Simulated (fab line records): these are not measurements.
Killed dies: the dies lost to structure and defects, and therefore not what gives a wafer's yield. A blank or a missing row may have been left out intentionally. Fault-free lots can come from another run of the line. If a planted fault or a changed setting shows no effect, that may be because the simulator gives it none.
fab line records + flow gf180mcu
record:
- lots: 14
- wafers: 42
- last_day: 34
route steps=602 shown STI@23 MVPSD@87 VT_IMPLANT@100
lots with no fault: from the same line, run without faults
start_h: hours from the record's first day to the start of the lot's first wafer shown + wait_h: hours since the lot's step before + " unchanged from the row above + L1.1+2: several wafers, shown together as one row + - value missing, or start not given + * or withheld: withheld + < > ~ a bound
route shown NAME@n: names a module that has steps shown in the file, with the first one's number in the route + usual: mean/standard deviation taken from wafers without a fault + same: alike in all rows + chamber/n: place in a boat + sites: the reading at each site + _std_site: standard deviation across them + _edge_site: mean of outer sites minus mean of inner sites + radius_mm: how far each site lies from the wafer's centre + mask NAME#n: copy n + behind: the tool/chamber that last shaped the wafer + hold: why the lot went on hold/how many hours it stayed there/how the hold came to an end + device: names the non-switching transistor (n, p or np) + end of line: at the end of the route, the tests of the same wafers + for a step that has no rows: nothing shown but its recipe + killed: not the wafer's yield, but the dies lost to structure and defects at the first sort + map: per-die view of a wafer (x killed, . not killed, _ where there is no die)
set.NAME: the setting the step ran with; set.NAME@STEP: the setting that earlier step ran with + model.NAME: the simulator's own value behind a step, which no gauge read
the route's steps for a sample of lots (tables are steps, rows are wafers)
services: a tool's chamber out of use, with start hour (start_h, from the record's first day; less than 0 if before it), hours out, and reason
== steps ==
step: GF_STI_THK_MEAS_22
recipe:
- reads: SiO2_of_STI_OXIDATION_21
usual:
- STI_OXIDATION_01_THK: 15.02/0.28
| lot.wafer | tool          | chamber | start_h | wait_h | STI_OXIDATION_01_THK[nm] |
|-----------|---------------|---------|---------|--------|--------------------------|
| L682.3    | film_metro-02 | -       | 27.27   | 0.0    | 15.03                    |
| L682.4    | "             | -       | "       | "      | 14.80                    |
| L682.6    | "             | -       | "       | "      | 15.06                    |
| L683.2    | film_metro-02 | -       | 32.83   | 0.0    | 14.71                    |
| L683.4    | "             | -       | "       | "      | 14.58                    |
| L683.5    | "             | -       | "       | "      | 14.66                    |
| L685.1    | film_metro-02 | -       | 42.71   | 0.0    | 15.31                    |
| L685.4    | "             | -       | "       | "      | 15.27                    |
| L685.5    | "             | -       | "       | "      | 15.11                    |
| L687.2    | film_metro-02 | -       | 52.98   | 0.0    | 15.20                    |
| L687.3    | "             | -       | "       | "      | 14.98                    |
| L687.5    | "             | -       | "       | "      | 15.07                    |
| L689.1    | film_metro-02 | -       | 63.07   | 0.0    | 15.36                    |
| L689.4    | "             | -       | "       | "      | 15.14                    |
| L689.6    | "             | -       | "       | "      | 15.05                    |
| L692.1    | film_metro-01 | -       | 79.10   | 0.0    | 14.39                    |
| L692.2    | "             | -       | "       | "      | 14.46                    |
| L692.5    | "             | -       | "       | "      | 14.58                    |
| L693.1    | film_metro-01 | -       | 85.76   | 0.0    | 14.85                    |
| L693.2    | "             | -       | "       | "      | 14.76                    |
| L693.6    | "             | -       | "       | "      | 14.89                    |
| L694.1    | film_metro-04 | -       | 89.09   | 0.0    | 15.39                    |
| L694.4    | "             | -       | "       | "      | 15.09                    |
| L694.6    | "             | -       | "       | "      | 15.06                    |
| L697.1    | film_metro-01 | -       | 107.74  | 0.0    | 14.86                    |
| L697.4    | "             | -       | "       | "      | 15.18                    |
| L697.6    | "             | -       | "       | "      | 15.22                    |
| L699.1    | film_metro-02 | -       | 114.46  | 0.0    | 14.89                    |
| L699.2    | "             | -       | "       | "      | 14.82                    |
| L699.5    | "             | -       | "       | "      | 14.97                    |
| L701.3    | film_metro-01 | -       | 126.17  | 0.0    | 14.96                    |
| L701.4    | "             | -       | "       | "      | 14.97                    |
| L701.6    | "             | -       | "       | "      | 14.93                    |
| L703.1    | film_metro-01 | -       | 135.39  | 0.0    | 14.73                    |
| L703.2    | "             | -       | "       | "      | 14.53                    |
| L703.6    | "             | -       | "       | "      | 14.64                    |
| L704.1    | film_metro-02 | -       | 140.96  | 0.0    | 14.79                    |
| L704.5    | "             | -       | "       | "      | 14.79                    |
| L704.6    | "             | -       | "       | "      | 14.90                    |
| L705.3    | film_metro-02 | -       | 147.22  | 0.0    | 14.92                    |
| L705.4    | "             | -       | "       | "      | 14.98                    |
| L705.6    | "             | -       | "       | "      | 14.64                    |
step: GF_STI_CMP_25
recipe:
- stop_on: Si3N4
- t_overpolish_s: 33
- down_force_psi: 4
- platen_rpm: 60
- target_thk_nm: 524.6
- pad_velocity_m_s: 0.94248
usual:
- head_pressure_psi: 4.001/0.0089
- motor_current_A: 11.9/0.8
- overpolish_run_s: 33.000/0.0092
- time_to_endpoint_s: 127/4.3
| lot.wafer | tool   | chamber | start_h | wait_h | head_pressure_psi | motor_current_A | overpolish_run_s | time_to_endpoint_s |
|-----------|--------|---------|---------|--------|-------------------|-----------------|------------------|--------------------|
| L682.4    | cmp-02 | 2       | 27.49   | 0.1    | 3.993             | 12.7            | 33.003           | 124                |
| L682.3    | "      | 0       | "       | "      | 3.993             | 11.3            | 33.001           | 126                |
| L682.6    | "      | 1       | "       | "      | 3.997             | 12.9            | 32.983           | 119                |
| L683.2    | cmp-01 | 1       | 33.12   | 0.1    | 4.006             | 10.9            | 32.986           | 127                |
| L683.4    | "      | 2       | "       | "      | 3.997             | 11.9            | 32.990           | 130                |
| L683.5    | "      | 0       | "       | "      | 3.983             | 11.3            | 33.028           | 136                |
| L685.1    | cmp-02 | 3       | 42.91   | 0.1    | 3.993             | 12.7            | 33.000           | 130                |
| L685.4    | "      | 0       | "       | "      | 4.016             | 11.0            | 32.985           | 122                |
| L685.5    | "      | 3       | "       | "      | 3.976             | 12.5            | 33.005           | 128                |
| L687.2    | cmp-02 | 1       | 53.16   | 0.0    | 4.017             | 12.4            | 32.991           | 133                |
| L687.3    | "      | 2       | "       | "      | 4.007             | 12.2            | 33.013           | 132                |
| L687.5    | "      | 2       | "       | "      | 4.008             | 12.2            | 32.994           | 134                |
| L689.4    | cmp-02 | 0       | 63.27   | 0.0    | 3.984             | 11.4            | 33.005           | 132                |
| L689.1    | "      | 1       | "       | "      | 3.990             | 12.8            | 33.001           | 125                |
| L689.6    | "      | 1       | "       | "      | 3.995             | 12.1            | 32.999           | 128                |
| L692.1    | cmp-02 | 1       | 79.35   | 0.1    | 3.991             | 12.5            | 33.011           | 125                |
| L692.2    | "      | 2       | "       | "      | 3.995             | 12.1            | 32.989           | 131                |
| L692.5    | "      | 0       | "       | "      | 4.006             | 11.0            | 33.005           | 127                |
| L693.1    | cmp-02 | 0       | 86.51   | 0.6    | 4.005             | 11.0            | 33.004           | 117                |
| L693.2    | "      | 2       | "       | "      | 4.015             | 12.2            | 33.000           | 125                |
| L693.6    | "      | 0       | "       | "      | 4.007             | 10.7            | 33.005           | 123                |
| L694.1    | cmp-02 | 1       | 89.28   | 0.1    | 4.018             | 11.9            | 33.004           | 128                |
| L694.4    | "      | 3       | "       | "      | 4.008             | 13.3            | 32.994           | 134                |
| L694.6    | "      | 2       | "       | "      | 4.015             | 12.3            | 32.997           | 129                |
| L697.4    | cmp-02 | 1       | 107.99  | 0.1    | 4.012             | 12.6            | 32.996           | 121                |
| L697.1    | "      | 3       | "       | "      | 3.997             | 13.0            | 32.996           | 134                |
| L697.6    | "      | 1       | "       | "      | 4.007             | 12.5            | 33.009           | 123                |
| L699.2    | cmp-02 | 0       | 114.71  | 0.1    | 4.000             | 10.9            | 32.992           | 123                |
| L699.1    | "      | 2       | "       | "      | 3.997             | 12.4            | 33.030           | 129                |
| L699.5    | "      | 0       | "       | "      | 3.984             | 11.1            | 33.000           | 127                |
| L701.3    | cmp-02 | 1       | 126.44  | 0.1    | 3.995             | 12.1            | 33.009           | 126                |
| L701.4    | "      | 2       | "       | "      | 4.002             | 12.8            | 33.019           | 127                |
| L701.6    | "      | 0       | "       | "      | 4.002             | 11.2            | 33.006           | 129                |
| L703.1    | cmp-02 | 0       | 135.69  | 0.1    | 3.995             | 11.6            | 33.017           | 133                |
| L703.2    | "      | 1       | "       | "      | 3.992             | 12.2            | 32.980           | 126                |
| L703.6    | "      | 3       | "       | "      | 3.998             | 12.8            | 32.992           | 133                |
| L704.1    | cmp-01 | 2       | 141.16  | 0.1    | 3.985             | 11.7            | 33.010           | 128                |
| L704.6    | "      | 2       | "       | "      | 3.988             | 11.1            | 33.013           | 125                |
| L704.5    | "      | 3       | "       | "      | 3.995             | 12.0            | 33.011           | 118                |
| L705.3    | cmp-01 | 0       | 147.39  | 0.0    | 3.976             | 10.3            | 32.999           | 130                |
| L705.4    | "      | 1       | "       | "      | 4.009             | 10.5            | 33.003           | 123                |
| L705.6    | "      | 1       | "       | "      | 4.002             | 10.7            | 33.002           | 123                |
step: GF_MVPSD_IMPLANT_09
recipe:
- species: B
- energy_kev: 40
- dose_cm2: 5e+12
- tilt_deg: 0
| lot.wafer  | tool         | chamber | start_h | wait_h |
|------------|--------------|---------|---------|--------|
| L682.3+4+6 | implanter-01 | 0       | 96.18   | 0.1    |
| L683.2+4+5 | implanter-04 | 0       | 102.35  | 0.1    |
| L685.1+4+5 | implanter-04 | 0       | 115.54  | 0.1    |
| L687.2+3+5 | implanter-04 | 0       | 125.75  | 0.1    |
| L689.1+4+6 | implanter-04 | 0       | 138.09  | 0.1    |
| L692.1+2+5 | implanter-04 | 0       | 157.74  | 0.1    |
| L693.1+2+6 | implanter-04 | 0       | 164.63  | 0.1    |
| L694.1+4+6 | implanter-04 | 0       | 169.08  | 0.1    |
| L697.1+4+6 | implanter-01 | 0       | 189.98  | 0.1    |
| L699.1+2+5 | implanter-01 | 0       | 197.49  | 0.1    |
| L701.3+4+6 | implanter-03 | 0       | 210.69  | 0.1    |
| L703.1+2+6 | implanter-01 | 0       | 220.23  | 0.1    |
| L704.1+5+6 | implanter-04 | 0       | 228.47  | 0.1    |
| L705.3+4+6 | implanter-01 | 0       | 233.58  | 0.1    |
step: GF_VT_IMPLANT_TW_MEAS_10
usual:
- VT_IMPLANT_TW: 562/4.1
| lot.wafer | tool          | chamber | start_h | wait_h | VT_IMPLANT_TW |
|-----------|---------------|---------|---------|--------|---------------|
| L682.3    | film_metro-02 | -       | 110.75  | 0.1    | 558           |
| L682.4    | "             | -       | "       | "      | 557           |
| L682.6    | "             | -       | "       | "      | 557           |
| L683.2    | film_metro-01 | -       | 116.84  | 0.1    | 568           |
| L683.4    | "             | -       | "       | "      | 569           |
| L683.5    | "             | -       | "       | "      | 566           |
| L685.1    | film_metro-01 | -       | 130.11  | 0.1    | 569           |
| L685.4    | "             | -       | "       | "      | 568           |
| L685.5    | "             | -       | "       | "      | 563           |
| L687.2    | film_metro-01 | -       | 141.79  | 0.1    | 564           |
| L687.3    | "             | -       | "       | "      | 564           |
| L687.5    | "             | -       | "       | "      | 565           |
| L689.1    | film_metro-02 | -       | 154.03  | 0.1    | 563           |
| L689.4    | "             | -       | "       | "      | 563           |
| L689.6    | "             | -       | "       | "      | 567           |
| L692.1    | film_metro-02 | -       | 174.40  | 0.1    | 565           |
| L692.2    | "             | -       | "       | "      | 565           |
| L692.5    | "             | -       | "       | "      | 564           |
| L693.1    | film_metro-03 | -       | 181.08  | 0.1    | 559           |
| L693.2    | "             | -       | "       | "      | 561           |
| L693.6    | "             | -       | "       | "      | 561           |
| L694.1    | film_metro-02 | -       | 185.98  | 0.1    | 561           |
| L694.4    | "             | -       | "       | "      | 563           |
| L694.6    | "             | -       | "       | "      | 565           |
| L697.1    | film_metro-02 | -       | 207.20  | 0.1    | 557           |
| L697.4    | "             | -       | "       | "      | 558           |
| L697.6    | "             | -       | "       | "      | 560           |
| L699.1    | film_metro-03 | -       | 214.20  | 0.1    | 553           |
| L699.2    | "             | -       | "       | "      | 555           |
| L699.5    | "             | -       | "       | "      | 556           |
| L701.3    | film_metro-03 | -       | 228.10  | 0.1    | 561           |
| L701.4    | "             | -       | "       | "      | 563           |
| L701.6    | "             | -       | "       | "      | 564           |
| L703.1    | film_metro-01 | -       | 238.48  | 0.1    | 563           |
| L703.2    | "             | -       | "       | "      | 565           |
| L703.6    | "             | -       | "       | "      | 565           |
| L704.1    | film_metro-02 | -       | 246.92  | 0.1    | 562           |
| L704.5    | "             | -       | "       | "      | 563           |
| L704.6    | "             | -       | "       | "      | 560           |
| L705.3    | film_metro-01 | -       | 251.75  | 0.1    | 562           |
| L705.4    | "             | -       | "       | "      | 562           |
| L705.6    | "             | -       | "       | "      | 565           |
step: GF_VT_IMPLANT_RS_MEAS_49
recipe:
- thk_meas_gauge: four-point-probe
usual:
- MVPSD_RS: 1168.1/2.7
| lot.wafer | tool          | chamber | start_h | wait_h | MVPSD_RS[ohm/sq] |
|-----------|---------------|---------|---------|--------|------------------|
| L682.3    | film_metro-04 | -       | 157.02  | 0.1    | 1169.2           |
| L682.4    | "             | -       | "       | "      | 1173.0           |
| L682.6    | "             | -       | "       | "      | 1171.2           |
| L683.2    | film_metro-04 | -       | 163.82  | 0.1    | 1169.8           |
| L683.4    | "             | -       | "       | "      | 1169.8           |
| L683.5    | "             | -       | "       | "      | 1170.4           |
| L685.1    | film_metro-02 | -       | 179.30  | 0.1    | 1166.2           |
| L685.4    | "             | -       | "       | "      | 1168.4           |
| L685.5    | "             | -       | "       | "      | 1166.8           |
| L687.2    | film_metro-02 | -       | 190.32  | 0.1    | 1171.1           |
| L687.3    | "             | -       | "       | "      | 1165.8           |
| L687.5    | "             | -       | "       | "      | 1168.1           |
| L689.1    | film_metro-03 | -       | 204.80  | 0.1    | 1165.8           |
| L689.4    | "             | -       | "       | "      | 1167.3           |
| L689.6    | "             | -       | "       | "      | 1167.2           |
| L692.1    | film_metro-02 | -       | 225.65  | 0.1    | 1178.8           |
| L692.2    | "             | -       | "       | "      | 1167.9           |
| L692.5    | "             | -       | "       | "      | 1169.1           |
| L693.1    | film_metro-04 | -       | 231.77  | 0.1    | 1183.3           |
| L693.2    | "             | -       | "       | "      | 1173.3           |
| L693.6    | "             | -       | "       | "      | 1169.9           |
| L694.1    | film_metro-04 | -       | 238.05  | 0.1    | 1179.3           |
| L694.4    | "             | -       | "       | "      | 1180.0           |
| L694.6    | "             | -       | "       | "      | 1165.6           |
| L697.1    | film_metro-03 | -       | 260.55  | 0.1    | 1168.8           |
| L697.4    | "             | -       | "       | "      | 1165.2           |
| L697.6    | "             | -       | "       | "      | 1166.5           |
| L699.1    | film_metro-04 | -       | 270.32  | 0.1    | 1169.0           |
| L699.2    | "             | -       | "       | "      | 1165.7           |
| L699.5    | "             | -       | "       | "      | 1166.8           |
| L701.3    | film_metro-04 | -       | 284.89  | 0.1    | 1164.8           |
| L701.4    | "             | -       | "       | "      | 1165.2           |
| L701.6    | "             | -       | "       | "      | 1169.2           |
| L703.1    | film_metro-02 | -       | 296.35  | 0.1    | 1165.2           |
| L703.2    | "             | -       | "       | "      | 1167.5           |
| L703.6    | "             | -       | "       | "      | 1163.9           |
| L704.1    | film_metro-04 | -       | 305.50  | 0.1    | 1169.4           |
| L704.5    | "             | -       | "       | "      | 1164.1           |
| L704.6    | "             | -       | "       | "      | 1165.6           |
| L705.3    | film_metro-03 | -       | 312.38  | 0.1    | 1167.1           |
| L705.4    | "             | -       | "       | "      | 1168.1           |
| L705.6    | "             | -       | "       | "      | 1169.3           |
== services ==
| tool         | chamber | start_h | hours | kind                           |
|--------------|---------|---------|-------|--------------------------------|
| implanter-01 | -       | 4.12    | 2.2   | repair                         |
| cmp-02       | -       | 10.88   | 2.9   | repair                         |
| implanter-03 | -       | 35.91   | 3.5   | repair                         |
| cmp-01       | -       | 37.46   | 74.2  | repair                         |
| implanter-01 | -       | 62.58   | 5.0   | pm                             |
| cmp-02       | -       | 73.09   | 0.3   | repair                         |
| implanter-01 | -       | 103.79  | 4.9   | pm                             |
| cmp-01       | -       | 111.66  | 4.0   | pm                             |
| implanter-03 | -       | 114.18  | 3.5   | repair                         |
| cmp-01       | -       | 115.66  | -     | consumable_replace:conditioner |
| cmp-01       | -       | 115.66  | -     | consumable_replace:pad         |
| cmp-02       | -       | 143.26  | 2.4   | repair                         |
| implanter-04 | -       | 153.30  | 4.1   | pm                             |
| implanter-03 | -       | 164.17  | 5.4   | pm                             |
| implanter-03 | -       | 169.55  | 6.6   | pm                             |
| cmp-02       | -       | 175.96  | 0.7   | repair                         |
| cmp-02       | -       | 187.60  | 0.4   | repair                         |
| implanter-03 | -       | 191.12  | 0.8   | repair                         |
| implanter-04 | -       | 193.90  | 5.8   | pm                             |
| cmp-01       | -       | 195.99  | 1.8   | repair                         |
| cmp-02       | -       | 232.00  | 4.0   | pm                             |
== key ==
first_sign:
- step: GF_VT_IMPLANT_RS_MEAS_49
- reading: MVPSD_RS
- direction: up
- sigmas: 4.5
- usual: 1168.1
- struck: 1180.4
effect none on later readings
met_at GF_MVPSD_IMPLANT_09
struck_lots L692,L693,L694
struck_wafers L692.1,L693.1,L694.1,L694.4
tester_left_out L692,L693,L694
not_acting_at GF_STI_THK_MEAS_22,GF_STI_CMP_25,GF_VT_IMPLANT_TW_MEAS_10
onset_between 138.09 157.74
fault:
- kind: process_parameter_drift
- tool: implanter-04
- chamber: -
- onset_h: 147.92
- steps: GF_MVPSD_IMPLANT_09
- channel: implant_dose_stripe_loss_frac
- offset: 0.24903
- shape: step
- end_h: 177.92
- scope: struck_wafers_only
tester_left_out: of these lots the tester's yield and bins aren't shown, on N5 and GAA mostly nor the transistor test; their killed dies are dies lost to structure and defects alone, not to doping, threshold or leakage, so they don't give the yield
